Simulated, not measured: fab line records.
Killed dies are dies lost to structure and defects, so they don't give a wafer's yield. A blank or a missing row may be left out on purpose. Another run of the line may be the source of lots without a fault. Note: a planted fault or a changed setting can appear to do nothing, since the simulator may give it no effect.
A lot that was struck, set against a sound lot	flow sky130	15 out of 708 route steps
Sound: the wafers L472.3, L472.4, L472.6. Wafers struck: L476.1, L476.3, L476.5. At the end, the cause is stated.
Order at every step that has rows: each side's tool, ch and its chambers, its first start. Under that, the readings that differ: sound wafers	struck wafers	difference of the means	sigmas: that difference in standard deviations of wafers without a fault.
alike: readings with means less than 2 such deviations apart, plus words and numbers identical on both sides. not compared: withheld readings, readings lacking a value on some wafer, bounds such as >300 that could conceal the same value, and numbers that have no deviation in the record and whose values overlap.
Wherever a step has rows on one side only, a row that says differs or no value, or a row with sigmas, the two part there. Numbers that don't overlap but have no deviation are shown without sigmas and don't part them. Lack of a reading on every wafer of one side parts them only where that side has two or more wafers.

SKY_LDD_HVP_STRIP_09: strips in O2/N2.
  sound on plasmaAsher-02 ch 0,1, day 21 03:39; struck on plasmaAsher-04 ch 0,1, day 23 01:46
  alike: drypumpMotorCurrentA, oesProductAu, stripTimeToEndpointS
  not compared: rfHoursCounterH
SKY_LDD_HVP_TW_MEAS_10:
  sound on filmMetro-01 at day 21 03:44; struck on filmMetro-04 at day 23 01:52
reading	sound	struck	difference	sigmas
LDD_HVP_TW	446 448 445	468 469 467	+22	+3
then, 7 steps without rows for these wafers: SKY_LDD_LDN_DEHYDRATE_00 (time 60 s); SKY_LDD_LDN_HMDS_01 (prime time 60 s); SKY_LDD_LDN_COAT_02 (resist thk 1140 nm); SKY_LDD_LDN_SOFTBAKE_03 (time 60 s); SKY_LDD_LDN_EXPOSE_04 (exposes mask LDNTM, target cd 700 nm); SKY_LDD_LDN_PEB_05; SKY_LDD_LDN_DEVELOP_06 (develop time 60 s).
SKY_LDD_LDN_OVL_MEAS_07:
  sound on overlay-01 at day 22 10:05; struck on overlay-02 at day 24 07:53
reading	sound	struck	difference	sigmas
LDD_LDN_OVL (nm)	3.0 2.1 3.2	-0.4 -1.1 -1.3	-3.7	-2
then, 2 steps without rows for these wafers: SKY_LDD_LDN_IMPLANT_08; SKY_LDD_LDN_IMPLANT_09.
SKY_LDD_LDN_IMPLANT_10:
  sound on implanter-03 ch 0, day 22 10:27; struck on implanter-02 ch 0, day 24 08:13
reading	sound	struck	difference	sigmas
doseIonsCm2	1.2474e+13 1.2482e+13 1.2508e+13	1.9156e+13 1.9139e+13 1.9169e+13	+6.6667e+12	+99 or more
faradayCurrentUA	71.0 69.3 67.5	106.1 109.2 107.2	+38.2	+25
  alike: endStationPressureTorr
after that, 1 step had no rows for these wafers: SKY_LDD_LDN_IMPLANT_11.
-- a jump in the record: the struck wafers' starts before and after are 22 days apart (it breaks off in module LDD_LDN and resumes in module PAD_OPEN, where the first step shown is number 708 of the route) --
SKY_PAD_OPEN_PROBE_99:
  rows exist in the record for the struck wafers here (prober-01, day 46 19:55), but not for the sound ones

## WHERE THEY PART
At SKY_LDD_HVP_TW_MEAS_10 first; at SKY_PAD_OPEN_PROBE_99 last (within this record only).

WHY: the cause the simulator had injected
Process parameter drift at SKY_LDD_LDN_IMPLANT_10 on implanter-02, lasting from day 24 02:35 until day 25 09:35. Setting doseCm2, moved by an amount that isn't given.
